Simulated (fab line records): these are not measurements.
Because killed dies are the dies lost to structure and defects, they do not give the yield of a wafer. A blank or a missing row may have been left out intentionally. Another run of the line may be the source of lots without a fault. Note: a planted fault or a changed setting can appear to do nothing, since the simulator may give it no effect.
fab line records    flow sky130
record: lots: 6  wafers: 18  lastDay: 50
route steps=708 shown METAL2@483 PAD_OPEN@708
lots untouched by any fault: they come from a run of this same line in which no faults occurred
startH: hours from the record's opening day to when the first of the lot's shown wafers began    waitH: hours since the lot's step before    " unchanged from the row above    L1.1+2: one row covering several wafers at once    - value missing, or start not given    * or withheld: withheld    < > ~ a bound
route shown NAME@n: a module of which the file shows steps, and the number in the route of the first    usual: mean and standard deviation over wafers with no fault    same: alike in all rows    chamber/n: place in a boat    sites: readings site by site    _std_site: the values' standard deviation    _edge_site: the outer-site mean with the inner-site mean subtracted    radiusMm: how far each site lies from the wafer's centre    mask NAME#n: copy n    behind: the tool/chamber that last shaped the wafer    hold: what put the lot on hold/how long, in hours/how the hold closed    device: whichever transistor did not switch (one of n, p or np)    end of line: the route-end tests of the same wafers    where a step has no rows: the recipe by itself    killed: at the first sort, the dies lost to defects and structure; wafer yield is something else    map: shows each die of a wafer: x if killed, . if not, _ if none is there
set.NAME: the setting as run; set.NAME@STEP: as run at that earlier step    model.NAME: the simulator's own value behind a step, which no gauge read
certain route steps with their lots: each step a table, each wafer a row
services: the hour from which a tool's chamber was out of use, counted from the record's first day as startH (under 0 if before that day), plus the number of hours and why
== steps ==
step: SKY_METAL2_SPUTTER_00
recipe: material: Ti  targetThkNm: 15  powerW: 3000  timeS: 10  chamberPressurePa: 0.4
usual: chamberPressurePa: 0.4000/0.00075  throttleValvePct: 30.0/1.4
lot.wafer  tool           chamber  startH  waitH  chamberPressurePa  throttleValvePct
L224.1     pvdSputter-04  -        824.19  0.2    0.3994             30.0
L224.4     "              -        "       "      0.3998             30.1
L224.6     "              -        "       "      0.3985             29.7
L227.1     pvdSputter-04  -        848.21  0.2    0.4010             29.7
L227.5     "              -        "       "      0.4002             31.1
L227.6     "              -        "       "      0.4003             29.7
L234.1     pvdSputter-04  -        898.05  0.2    0.4011             29.9
L234.2     "              -        "       "      0.4000             30.9
L234.3     "              -        "       "      0.4008             29.5
L238.2     pvdSputter-01  -        925.76  0.1    0.3994             26.7
L238.3     "              -        "       "      0.3995             29.2
L238.6     "              -        "       "      0.3994             26.7
L239.1     pvdSputter-01  -        928.53  0.3    0.3998             29.3
L239.2     "              -        "       "      0.4000             30.0
L239.6     "              -        "       "      0.4007             26.6
L243.2     pvdSputter-03  -        968.98  0.2    0.3992             28.1
L243.3     "              -        "       "      0.3997             31.2
L243.4     "              -        "       "      0.3996             31.8
step: SKY_METAL2_SPUTTER_01
recipe: material: TiN  targetThkNm: 20  powerW: 6500  timeS: 16.7  chamberPressurePa: 0.4
usual: chamberPressurePa: 0.3999/0.00092  throttleValvePct: 30.0/1.4
lot.wafer  tool           chamber  startH  waitH  chamberPressurePa  throttleValvePct
L224.1     pvdSputter-04  -        824.21  0.0    0.3993             30.1
L224.4     "              -        "       "      0.4015             29.9
L224.6     "              -        "       "      0.3991             29.4
L227.1     pvdSputter-04  -        848.23  0.0    0.4004             29.7
L227.5     "              -        "       "      0.3997             30.6
L227.6     "              -        "       "      0.4019             29.9
L234.1     pvdSputter-04  -        898.07  0.0    0.3995             29.7
L234.2     "              -        "       "      0.3996             30.6
L234.3     "              -        "       "      0.3995             29.5
L238.2     pvdSputter-01  -        925.78  0.0    0.3996             26.5
L238.3     "              -        "       "      0.3989             29.1
L238.6     "              -        "       "      0.3990             26.4
L239.1     pvdSputter-01  -        928.55  0.0    0.3987             29.4
L239.2     "              -        "       "      0.4003             30.0
L239.6     "              -        "       "      0.4012             26.5
L243.2     pvdSputter-03  -        969.00  0.0    0.3987             28.1
L243.3     "              -        "       "      0.4003             31.5
L243.4     "              -        "       "      0.3983             31.7
step: SKY_METAL2_SPUTTER_02
recipe: material: AlCu  targetThkNm: 250  powerW: 10600  timeS: 13.3  chamberPressurePa: 0.4
step: SKY_METAL2_SPUTTER_03
recipe: material: Ti  targetThkNm: 5  powerW: 3000  timeS: 3.3  chamberPressurePa: 0.4
usual: chamberPressurePa: 0.4000/0.0007  throttleValvePct: 30.0/1.4
lot.wafer  tool           chamber  startH  waitH  chamberPressurePa  throttleValvePct
L224.1     pvdSputter-04  -        824.26  0.0    0.4005             30.2
L224.4     "              -        "       "      0.4004             30.1
L224.6     "              -        "       "      0.4004             29.5
L227.1     pvdSputter-04  -        848.28  0.0    0.4012             29.8
L227.5     "              -        "       "      0.3997             30.8
L227.6     "              -        "       "      0.3999             29.9
L234.1     pvdSputter-04  -        898.12  0.0    0.3994             30.1
L234.2     "              -        "       "      0.4008             30.6
L234.3     "              -        "       "      0.4001             29.7
L238.2     pvdSputter-01  -        925.83  0.0    0.4009             26.4
L238.3     "              -        "       "      0.4000             29.3
L238.6     "              -        "       "      0.3999             26.5
L239.1     pvdSputter-01  -        928.60  0.0    0.4005             29.5
L239.2     "              -        "       "      0.4008             30.1
L239.6     "              -        "       "      0.3986             26.5
L243.2     pvdSputter-03  -        969.05  0.0    0.4000             28.3
L243.3     "              -        "       "      0.3986             31.1
L243.4     "              -        "       "      0.3999             31.5
step: SKY_METAL2_SPUTTER_04
recipe: material: TiN  targetThkNm: 70  powerW: 6500  timeS: 58.3  chamberPressurePa: 0.4
usual: chamberPressurePa: 0.4000/0.0008  throttleValvePct: 30.0/1.4
lot.wafer  tool           chamber  startH  waitH  chamberPressurePa  throttleValvePct
L224.1     pvdSputter-04  -        824.28  0.0    0.3996             29.9
L224.4     "              -        "       "      0.3992             30.1
L224.6     "              -        "       "      0.3992             29.4
L227.1     pvdSputter-04  -        848.30  0.0    0.4024             30.0
L227.5     "              -        "       "      0.4005             30.4
L227.6     "              -        "       "      0.4014             30.1
L234.1     pvdSputter-04  -        898.14  0.0    0.3992             30.0
L234.2     "              -        "       "      0.4000             30.6
L234.3     "              -        "       "      0.4006             29.5
L238.2     pvdSputter-01  -        925.85  0.0    0.4000             26.6
L238.3     "              -        "       "      0.3999             29.3
L238.6     "              -        "       "      0.3989             26.5
L239.1     pvdSputter-01  -        928.62  0.0    0.3996             29.1
L239.2     "              -        "       "      0.4007             29.6
L239.6     "              -        "       "      0.4000             26.7
L243.2     pvdSputter-03  -        969.07  0.0    0.3997             28.4
L243.3     "              -        "       "      0.3995             31.1
L243.4     "              -        "       "      0.3994             31.9
step: SKY_METAL2_RS_MEAS_05
recipe: thkMeasGauge: four-point-probe  reads: TiN_of_METAL2_SPUTTER_04+Ti_of_METAL2_SPUTTER_03+AlCu_of_METAL2_SPUTTER_02+TiN_of_METAL2_SPUTTER_01+Ti_of_METAL2_SPUTTER_00
usual: METAL2_ALCU_RS: 0.1265/0.0017
lot.wafer  tool          chamber  startH  waitH  METAL2_ALCU_RS[ohm/sq]
L224.1     filmMetro-02  -        824.33  0.0    0.1236
L224.4     "             -        "       "      0.1269
L224.6     "             -        "       "      0.1264
L227.1     filmMetro-03  -        848.34  0.0    0.1277
L227.5     "             -        "       "      0.1294
L227.6     "             -        "       "      0.1267
L234.1     filmMetro-02  -        898.19  0.0    0.1258
L234.2     "             -        "       "      0.1301
L234.3     "             -        "       "      0.1290
L238.2     filmMetro-03  -        925.92  0.0    0.1240
L238.3     "             -        "       "      0.1232
L238.6     "             -        "       "      0.1244
L239.1     filmMetro-02  -        928.67  0.0    0.1255
L239.2     "             -        "       "      0.1246
L239.6     "             -        "       "      0.1268
L243.2     filmMetro-04  -        969.14  0.0    0.1246
L243.3     "             -        "       "      0.1267
L243.4     "             -        "       "      0.1265
step: SKY_METAL2_THK_MEAS_06
recipe: thkMeasGauge: xrf  reads: AlCu_of_METAL2_SPUTTER_02
usual: METAL2_ALCU_THK: 250/3.7
lot.wafer  tool          chamber  startH  waitH  METAL2_ALCU_THK[nm]
L224.1     filmMetro-02  -        824.45  0.1    255
L224.4     "             -        "       "      249
L224.6     "             -        "       "      247
L227.1     filmMetro-03  -        848.46  0.1    247
L227.5     "             -        "       "      245
L227.6     "             -        "       "      250
L234.1     filmMetro-02  -        898.31  0.1    249
L234.2     "             -        "       "      243
L234.3     "             -        "       "      243
L238.2     filmMetro-03  -        926.03  0.1    256
L238.3     "             -        "       "      257
L238.6     "             -        "       "      256
L239.1     filmMetro-02  -        928.79  0.1    252
L239.2     "             -        "       "      253
L239.6     "             -        "       "      249
L243.2     filmMetro-04  -        969.25  0.1    254
L243.3     "             -        "       "      250
L243.4     "             -        "       "      251
step: SKY_METAL2_DEHYDRATE_07
recipe: tempC: 200  timeS: 60
step: SKY_METAL2_HMDS_08
recipe: primeTimeS: 60  primeTempC: 120
step: SKY_METAL2_COAT_09
recipe: resist: BARC  tempC: withheld  timeS: withheld  spinRpm: 3000  resistThkNm: 60
step: SKY_METAL2_COAT_10
recipe: resist: KrF-thick  spinRpm: 3000  resistThkNm: 450
step: SKY_METAL2_SOFTBAKE_11
recipe: tempC: 100  timeS: 90  resist: KrF-thick
step: SKY_METAL2_EXPOSE_12
recipe: maskId: MM2  na: 0.8  sourceShape: annular  sigmaInner: 0.55  sigmaOuter: 0.85  targetCdNm: 140  doseMj: 28
usual: exposureDoseMJCm2: 27.98/0.031
lot.wafer  tool           chamber  startH  waitH  mask   exposureDoseMJCm2
L224.1     krfScanner-02  0        836.92  -      MM2#0  27.94
L224.4     "              0        "       "      MM2#0  27.97
L224.6     "              0        "       "      MM2#0  27.94
L227.1     krfScanner-01  0        861.89  -      MM2#0  27.96
L227.5     "              0        "       "      MM2#0  27.91
L227.6     "              0        "       "      MM2#0  27.94
L234.1     krfScanner-02  0        910.86  -      MM2#0  25.65
L234.2     "              0        "       "      MM2#0  25.60
L234.3     "              0        "       "      MM2#0  25.61
L238.2     krfScanner-02  0        938.44  -      MM2#0  26.14
L238.3     "              0        "       "      MM2#0  26.14
L238.6     "              0        "       "      MM2#0  26.15
L239.1     krfScanner-01  0        940.82  -      MM2#0  27.95
L239.2     "              0        "       "      MM2#0  27.96
L239.6     "              0        "       "      MM2#0  28.00
L243.2     krfScanner-01  0        981.84  -      MM2#0  27.98
L243.3     "              0        "       "      MM2#0  28.00
L243.4     "              0        "       "      MM2#0  28.00
step: SKY_METAL2_PEB_13
recipe: pebTempC: withheld  pebTimeS: withheld  resist: KrF-thick
step: SKY_METAL2_DEVELOP_14
recipe: developTimeS: 60  resist: KrF-thick  devTempC: 21
step: SKY_METAL2_CD_MEAS_15
recipe: targetCdNm: 140
usual: cdNm: 139.4/1.3
lot.wafer  tool      chamber  startH  waitH  cdNm
L224.1     cdSem-02  -        850.29  -      138.1
L224.4     "         -        "       "      138.6
L224.6     "         -        "       "      138.1
L227.1     cdSem-02  -        874.59  -      140.6
L227.5     "         -        "       "      139.6
L227.6     "         -        "       "      141.9
L234.1     cdSem-02  -        922.99  -      156.7
L234.2     "         -        "       "      156.8
L234.3     "         -        "       "      157.7
L238.2     cdSem-02  -        950.51  -      152.7
L238.3     "         -        "       "      152.2
L238.6     "         -        "       "      151.7
L239.1     cdSem-01  -        953.39  -      137.8
L239.2     "         -        "       "      139.8
L239.6     "         -        "       "      139.5
L243.2     cdSem-02  -        992.91  -      141.0
L243.3     "         -        "       "      142.0
L243.4     "         -        "       "      141.0
step: SKY_METAL2_OVL_MEAS_16
usual: METAL2_OVL: 1/5.4
lot.wafer  tool        chamber  startH  waitH  METAL2_OVL[nm]
L224.1     overlay-01  -        850.41  0.1    -5
L224.4     "           -        "       "      7
L224.6     "           -        "       "      12
L227.1     overlay-02  -        874.71  0.1    -4
L227.5     "           -        "       "      1
L227.6     "           -        "       "      -2
L234.1     overlay-02  -        923.11  0.1    3
L234.2     "           -        "       "      -7
L234.3     "           -        "       "      -1
L238.2     overlay-02  -        950.62  0.1    -3
L238.3     "           -        "       "      -6
L238.6     "           -        "       "      1
L239.1     overlay-02  -        953.51  0.1    5
L239.2     "           -        "       "      -4
L239.6     "           -        "       "      0
L243.2     overlay-02  -        993.02  0.1    -2
L243.3     "           -        "       "      2
L243.4     "           -        "       "      3
step: SKY_METAL2_DESCUM_17
recipe: chemistry: O2  sourcePowerW: 150  biasPowerW: 0  pressureMtorr: 10  tempC: 40  timeS: 8
usual: drypumpMotorCurrentA: 5.9/0.49  oesProductAu: 1.000/0.011
lot.wafer  tool         chamber  startH  waitH  drypumpMotorCurrentA  oesProductAu  rfHoursCounterH  model.METAL2.cdNm
L224.1     rieMetal-04  1        850.45  0.0    5.6                   1.011         3                137.6
L224.4     "            1        "       "      5.6                   1.011         -                137.8
L224.6     "            1        "       "      5.6                   0.993         -                138.2
L227.1     rieMetal-02  0        874.75  0.0    5.9                   0.979         0                140.9
L227.5     "            1        "       "      5.4                   1.022         -                140.8
L227.6     "            0        "       "      5.8                   0.991         -                142.5
L234.1     rieMetal-04  1        923.15  0.0    5.6                   1.011         7                156.4
L234.2     "            0        "       "      6.8                   0.982         4                156.2
L234.3     "            0        "       "      6.8                   0.976         -                157
L238.2     rieMetal-02  1        950.65  0.0    5.5                   1.003         16               154
L238.3     "            0        "       "      5.8                   0.979         -                153.1
L238.6     "            0        "       "      5.8                   0.984         -                152.9
L239.1     rieMetal-03  0        953.55  0.0    5.6                   1.000         5                138.3
L239.2     "            1        "       "      5.5                   0.979         9                139.6
L239.6     "            1        "       "      5.5                   0.986         -                139.5
L243.2     rieMetal-03  1        993.05  0.0    5.5                   0.989         12               140.4
L243.3     "            1        "       "      5.4                   0.994         -                141.9
L243.4     "            0        "       "      5.6                   1.004         -                141.7
step: SKY_METAL2_ETCH_18
recipe: chemistry: N2/H2  target: BARC  ionEnergyEv: 200  biasW: 100  pressureMtorr: 30  n2FlowSccm: 100  h2FlowSccm: 200  icpW: 500  stopOn: SiO2  timeS: 45.9  targetDepthA: 600
usual: drypumpMotorCurrentA: 5.9/0.49  oesProductAu: 0.855/0.0046  throttleValvePct: 13.225/0.0091
lot.wafer  tool         chamber  startH  waitH  drypumpMotorCurrentA  oesProductAu  rfHoursCounterH  throttleValvePct
L224.1     rieMetal-04  1        850.51  0.1    5.6                   0.856         3                13.221
L224.4     "            1        "       "      5.6                   0.855         -                13.227
L224.6     "            1        "       "      5.6                   0.852         -                13.213
L227.1     rieMetal-02  0        874.78  0.0    5.8                   0.854         0                13.229
L227.5     "            1        "       "      5.5                   0.864         -                13.232
L227.6     "            0        "       "      5.8                   0.858         -                13.223
L234.1     rieMetal-04  1        923.18  0.0    5.6                   0.852         7                13.237
L234.2     "            0        "       "      6.8                   0.854         4                13.227
L234.3     "            0        "       "      6.8                   0.852         -                13.225
L238.2     rieMetal-02  1        950.68  0.0    5.5                   0.853         16               13.233
L238.3     "            0        "       "      5.9                   0.850         -                13.239
L238.6     "            0        "       "      5.9                   0.851         -                13.228
L239.1     rieMetal-03  0        953.58  0.0    5.7                   0.858         5                13.244
L239.2     "            1        "       "      5.5                   0.859         9                13.212
L239.6     "            1        "       "      5.5                   0.863         -                13.220
L243.2     rieMetal-03  1        993.08  0.0    5.5                   0.854         12               13.224
L243.3     "            1        "       "      5.4                   0.851         -                13.220
L243.4     "            0        "       "      5.6                   0.858         -                13.216
step: SKY_METAL2_METAL_ETCH_19
recipe: targetDepthA: 3600  stopOn: SiO2  overEtchFrac: 0.3  timeS: 78  chemistry: Cl2/BCl3  resistSidewallDeg: 88  pressureMtorr: 10  icpW: 900  biasW: 48.5  Cl2_flow_sccm: 60  bcl3FlowSccm: 30
usual: bcl3FlowSccm: 30.00/0.1  drypumpMotorCurrentA: 5.9/0.49  mfcCl2Sccm: 60.01/0.18  oesProductAu: 0.854/0.0069  throttleValvePct: 22.264/0.0087
lot.wafer  tool         chamber  startH  waitH  bcl3FlowSccm  drypumpMotorCurrentA  mfcCl2Sccm  oesProductAu  rfHoursCounterH  throttleValvePct  model.METAL2.cdNm
L224.1     rieMetal-04  1        850.64  0.1    30.09         5.6                   60.20       0.876         3                22.267            133.2
L224.4     "            1        "       "      30.16         5.6                   59.93       0.855         -                22.276            133.4
L224.6     "            1        "       "      30.03         5.6                   60.04       0.854         -                22.275            134.5
L227.1     rieMetal-02  0        874.84  0.0    30.07         5.9                   60.20       0.851         0                22.268            139.7
L227.5     "            1        "       "      30.00         5.5                   60.24       0.849         -                22.269            143.4
L227.6     "            0        "       "      30.15         5.8                   59.91       0.852         -                22.266            141.1
L234.1     rieMetal-04  1        923.24  0.0    29.82         5.6                   60.04       0.854         7                22.272            156
L234.2     "            0        "       "      30.07         6.8                   60.28       0.849         4                22.252            154.1
L234.3     "            0        "       "      29.90         6.8                   60.18       0.858         -                22.252            153.4
L238.2     rieMetal-02  1        950.74  0.0    29.95         5.5                   59.61       0.865         16               22.262            155.8
L238.3     "            0        "       "      29.85         5.9                   60.04       0.855         -                22.275            149.7
L238.6     "            0        "       "      30.17         5.8                   59.90       0.860         -                22.252            149.8
L239.1     rieMetal-03  0        953.64  0.0    30.05         5.6                   60.39       0.862         5                22.253            135.2
L239.2     "            1        "       "      29.81         5.5                   60.19       0.857         9                22.253            139.3
L239.6     "            1        "       "      29.99         5.5                   60.00       0.859         -                22.258            139.5
L243.2     rieMetal-03  1        993.14  0.0    29.93         5.4                   59.93       0.855         12               22.256            141.7
L243.3     "            1        "       "      29.98         5.5                   60.21       0.856         -                22.280            143.7
L243.4     "            0        "       "      30.05         5.7                   60.10       0.859         -                22.270            137.6
step: SKY_METAL2_STRIP_20
recipe: chemistry: O2/N2  powerW: 1400  pressureMtorr: 1500  platenTempC: withheld  o2FlowSccm: 3000  n2FlowSccm: 300  overashFraction: 0.5
step: SKY_PAD_OPEN_PROBE_99
usual: defectLimitedYield: 82.5/2  killed_at_M0_to_M3: 43/6.8  killed_at_M4_up: 3.3/2.1  killedAtContacts: 24/5  killedAtFrontEnd: 15/4.4  killedAtOther: 0.3/0.57  killedDies: 86/9.7  killedOnRim: 17/3.6  killedOpen: 47/7.3  killedShort: 39/6.1  sort_bin_3_pad_short: 0.8/0.38  sort_bin_5_function: 10.5/1.5  sort_bin_6_memory: 6.2/1.1  sortNPass: 406/9.7  sortYieldPct: 82.5/2
same: grossDies: 492  killedAtBackSide: 0  sort_bin_4_leakage[%]: 0  sort_bin_8_speed[%]: 0
lot.wafer  tool       chamber  startH   waitH  defectLimitedYield[%]  killed_at_M0_to_M3  killed_at_M4_up  killedAtContacts  killedAtFrontEnd  killedAtOther  killedDies  killedOnRim  killedOpen  killedShort  sort_bin_3_pad_short[%]  sort_bin_5_function[%]  sort_bin_6_memory[%]  sortNPass  sortYieldPct[%]  model.etest.met2.widthNm  model.etest.tester.sort_bin_3_pct  model.etest.met2.lineOhmUm
L224.1     prober-01  -        1103.21  0.1    79.1                   39                  10               28                24                2              103         23           52          47           0.6                      13.0                    7.3                   389        79.1             134.2                     0.6098                             0.9391
L224.4     prober-01  -        1103.36  0.2    80.7                   53                  7                22                12                1              95          17           49          45           1.2                      10.8                    7.3                   397        80.7             134.6                     1.22                               0.9596
L227.1     prober-02  -        1120.82  0.1    84.1                   40                  1                26                11                0              78          19           43          35           1.2                      9.1                     5.5                   414        84.1             136.7                     1.22                               0.9483
L227.5     prober-02  -        1121.02  0.2    84.3                   39                  3                19                16                0              77          17           33          44           1.0                      8.3                     6.3                   415        84.3             143.2                     1.016                              0.9056
L227.6     prober-02  -        1121.07  0.2    80.9                   49                  3                23                18                1              94          25           59          34           1.0                      11.8                    6.3                   398        80.9             139.9                     1.016                              0.9226
L234.1     prober-01  -        1154.75  0.1    79.1                   58                  2                30                13                0              103         29           48          40           3.7                      9.8                     7.5                   389        79.1             154.7                     3.659                              0.8262
L234.2     prober-01  -        1154.80  0.1    87.0                   31                  4                12                16                1              64          8            33          29           0.8                      8.5                     3.7                   428        87.0             151.7                     0.813                              0.8597
L234.3     prober-01  -        1154.85  0.2    80.5                   47                  6                29                14                0              96          15           46          45           1.6                      12.2                    5.7                   396        80.5             153.9                     1.626                              0.849
L238.2     prober-01  -        1175.68  0.1    83.1                   41                  4                24                14                0              83          22           46          27           2.6                      7.7                     6.5                   409        83.1             157.9                     2.642                              0.7901
L238.3     prober-01  -        1175.73  0.2    81.9                   41                  4                19                25                0              89          11           47          41           0.4                      10.2                    7.5                   403        81.9             147.2                     0.4065                             0.8499
L238.6     prober-01  -        1175.88  0.2    82.1                   47                  3                22                16                0              88          15           48          40           1.0                      9.8                     7.1                   404        82.1             150                       1.016                              0.8386
L239.1     prober-02  -        1176.86  0.1    85.4                   39                  2                21                10                0              72          18           37          33           0.6                      9.6                     4.5                   420        85.4             134.4                     0.6098                             0.9441
L239.2     prober-02  -        1176.91  0.1    84.6                   43                  2                21                10                0              76          16           40          34           1.4                      9.8                     4.3                   416        84.6             139                       1.423                              0.9007
L239.6     prober-02  -        1177.11  0.2    83.3                   40                  6                27                9                 0              82          14           51          31           1.4                      9.3                     5.9                   410        83.3             136.3                     1.423                              0.9409
L243.2     prober-02  -        1204.08  0.1    81.1                   47                  3                26                17                0              93          17           46          47           1.4                      12.0                    5.5                   399        81.1             141.7                     1.423                              0.8914
L243.3     prober-02  -        1204.13  0.2    83.7                   43                  0                27                10                0              80          16           36          44           0.4                      10.8                    5.1                   412        83.7             146                       0.4065                             0.8801
L243.4     prober-02  -        1204.18  0.2    81.5                   40                  1                31                19                0              91          22           50          41           0.4                      11.8                    6.3                   401        81.5             137.8                     0.4065                             0.9248
killed by level:class
L224.1 LI_CONTACT:geometricParticle:open=9 CONTACT:geometricParticle:open=8 METAL4:geometricParticle:short=8 POLY_GATE:geometricParticle:open=6 METAL2:geometricParticle:short=6 VIA3:geometricParticle:open=6 CONTACT:geometricParticle:short=6 METAL1:geometricParticle:short=5
L224.4 VIA1:geometricParticle:open=10 VIA3:geometricParticle:open=9 VIA2:geometricParticle:open=8 CONTACT:geometricParticle:open=8 LI_CONTACT:geometricParticle:open=7 VIA2:geometricParticle:short=7 METAL4:geometricParticle:short=6 VIA1:geometricParticle:short=5
L227.1 CONTACT:geometricParticle:open=10 VIA1:geometricParticle:open=10 LI_CONTACT:geometricParticle:open=7 METAL2:geometricParticle:short=6 VIA1:geometricParticle:short=5 CONTACT:geometricParticle:short=4 METAL1:geometricParticle:short=4 VIA2:geometricParticle:open=4
L227.5 CONTACT:geometricParticle:open=8 POLY_GATE:geometricParticle:short=6 VIA1:geometricParticle:short=6 VIA1:geometricParticle:open=6 VIA2:geometricParticle:short=6 METAL2:geometricParticle:short=5 METAL3:geometricParticle:short=5 VIA3:geometricParticle:open=5
L227.6 VIA3:geometricParticle:open=11 VIA1:geometricParticle:open=10 CONTACT:geometricParticle:open=9 VIA2:geometricParticle:open=8 POLY_GATE:geometricParticle:open=6 CONTACT:geometricParticle:short=5 VIA1:geometricParticle:short=5 LI_CONTACT:geometricParticle:open=4
L234.1 METAL2:areaExpose=15 CONTACT:geometricParticle:open=9 VIA2:geometricParticle:open=8 VIA3:geometricParticle:open=7 VIA1:geometricParticle:open=6 LI_CONTACT:geometricParticle:open=6 LOCAL_INTERCONNECT:geometricParticle:short=6 CONTACT:geometricParticle:short=6
L234.2 VIA1:geometricParticle:open=8 CONTACT:geometricParticle:open=6 FIELD_ISO:geometricParticle:short=5 VIA2:geometricParticle:open=4 METAL2:geometricParticle:short=4 SPACER:geometricParticle:short=3 LI_CONTACT:geometricParticle:open=3 METAL4:geometricParticle:open=3
L234.3 VIA2:geometricParticle:open=12 CONTACT:geometricParticle:open=9 POLY_GATE:geometricParticle:short=8 CONTACT:geometricParticle:short=7 VIA1:geometricParticle:open=6 LI_CONTACT:geometricParticle:open=5 VIA1:geometricParticle:short=5 METAL2:geometricParticle:short=5
L238.2 METAL2:areaExpose=10 VIA1:geometricParticle:open=9 LI_CONTACT:geometricParticle:open=9 CONTACT:geometricParticle:open=8 METAL1:geometricParticle:short=5 VIA2:geometricParticle:open=5 POLY_GATE:geometricParticle:open=4 POLY_GATE:geometricParticle:short=4
L238.3 VIA1:geometricParticle:open=10 POLY_GATE:geometricParticle:open=6 LOCAL_INTERCONNECT:geometricParticle:short=6 VIA2:geometricParticle:open=6 VIA3:geometricParticle:open=6 METAL2:geometricParticle:short=5 POLY_GATE:geometricParticle:short=4 CONTACT:geometricParticle:short=4
L238.6 VIA1:geometricParticle:open=12 LI_CONTACT:geometricParticle:open=9 VIA2:geometricParticle:open=9 METAL2:geometricParticle:short=6 METAL1:geometricParticle:short=5 VIA3:geometricParticle:open=5 LOCAL_INTERCONNECT:geometricParticle:short=4 CONTACT:geometricParticle:open=4
L239.1 VIA1:geometricParticle:open=8 CONTACT:geometricParticle:open=6 METAL2:geometricParticle:short=6 VIA2:geometricParticle:open=6 VIA3:geometricParticle:open=6 CONTACT:geometricParticle:short=5 FIELD_ISO:geometricParticle:open=4 LI_CONTACT:geometricParticle:open=4
L239.2 CONTACT:geometricParticle:open=13 VIA1:geometricParticle:open=8 VIA2:geometricParticle:open=6 METAL3:geometricParticle:short=6 VIA3:geometricParticle:open=6 METAL1:geometricParticle:short=5 FIELD_ISO:geometricParticle:short=4 CONTACT:geometricParticle:short=3
L239.6 VIA1:geometricParticle:open=14 LI_CONTACT:geometricParticle:open=12 CONTACT:geometricParticle:short=6 CONTACT:geometricParticle:open=5 VIA3:geometricParticle:open=5 VIA1:geometricParticle:short=4 FIELD_ISO:geometricParticle:open=4 METAL1:geometricParticle:short=4
L243.2 CONTACT:geometricParticle:open=8 LI_CONTACT:geometricParticle:open=7 CONTACT:geometricParticle:short=7 VIA1:geometricParticle:open=7 VIA2:geometricParticle:open=7 VIA3:geometricParticle:open=7 POLY_GATE:geometricParticle:short=5 VIA3:geometricParticle:short=5
L243.3 VIA1:geometricParticle:short=9 CONTACT:geometricParticle:short=7 CONTACT:geometricParticle:open=7 LOCAL_INTERCONNECT:geometricParticle:short=6 VIA1:geometricParticle:open=6 VIA2:geometricParticle:open=6 FIELD_ISO:geometricParticle:open=5 LI_CONTACT:geometricParticle:open=5
L243.4 LI_CONTACT:geometricParticle:open=14 VIA2:geometricParticle:short=9 VIA1:geometricParticle:open=8 FIELD_ISO:geometricParticle:open=7 CONTACT:geometricParticle:open=6 CONTACT:geometricParticle:short=5 VIA3:geometricParticle:open=5 METAL2:geometricParticle:short=4
== services ==
tool           chamber  startH  hours  kind
rieMetal-03    -        805.21  2.6    repair
rieMetal-04    -        818.16  14.6   pm
krfScanner-01  -        820.01  0.8    pm
krfScanner-01  -        821.14  5.9    repair
rieMetal-04    0        833.11  7.9    repair
pvdSputter-04  -        833.94  1.9    repair
krfScanner-02  -        841.17  7.2    pm
rieMetal-03    -        848.11  0.2    repair
rieMetal-04    0        848.79  24.9   repair
rieMetal-04    -        857.75  1.4    pm
krfScanner-01  -        863.55  1.0    pm
pvdSputter-01  -        866.96  4.5    repair
krfScanner-02  -        868.41  1.3    pm
krfScanner-02  -        873.91  1.0    pm
pvdSputter-04  -        876.63  1.0    repair
krfScanner-01  -        910.35  0.7    repair
krfScanner-01  -        921.94  1.3    pm
pvdSputter-04  -        927.67  9.4    repair
pvdSputter-01  -        928.76  1.2    repair
pvdSputter-04  -        945.56  3.0    repair
krfScanner-02  -        946.29  0.8    pm
rieMetal-04    -        951.85  13.3   repair
krfScanner-01  -        967.78  2.7    repair
krfScanner-01  -        988.81  0.8    pm
== key ==
firstSign: step: SKY_METAL2_EXPOSE_12  reading: exposureDoseMJCm2  direction: down  sigmas: 67  usual: *  struck: *
effect: step: SKY_METAL2_CD_MEAS_15  reading: cdNm  direction: up  sigmas: 12  usual: 139.4  struck: 154.6  through: controlLoop
effect: step: SKY_PAD_OPEN_PROBE_99  reading: sort_bin_3_pad_short  direction: up  sigmas: 2.3  usual: 0.8  struck: 1.7  wafersMoved: 3
modelEffect: step: SKY_METAL2_DESCUM_17  value: METAL2.cdNm  without: 139.8  struck: 154.9
modelEffect: step: SKY_METAL2_METAL_ETCH_19  value: METAL2.cdNm  without: 138.1  struck: 153.2
modelEffect: step: SKY_PAD_OPEN_PROBE_99  value: etest.met2.widthNm  without: 137.5  struck: 152.6
metAt SKY_METAL2_EXPOSE_12
struckWafers L234.1,L234.2,L234.3,L238.2,L238.3,L238.6
loopTrim: step: SKY_METAL2_EXPOSE_12  setting: dose  lots: L238
onsetBetween 836.92 910.86
fault: kind: processParameterDrift  tool: krfScanner-02  chamber: -  onsetH: 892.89  steps: SKY_METAL2_EXPOSE_12  channel: doseMj  offset: -2.3308  shape: step  actsIn: theseRecipesOnly  stated: 28
loopTrim: a control loop set the setting to another value than it would have without faults
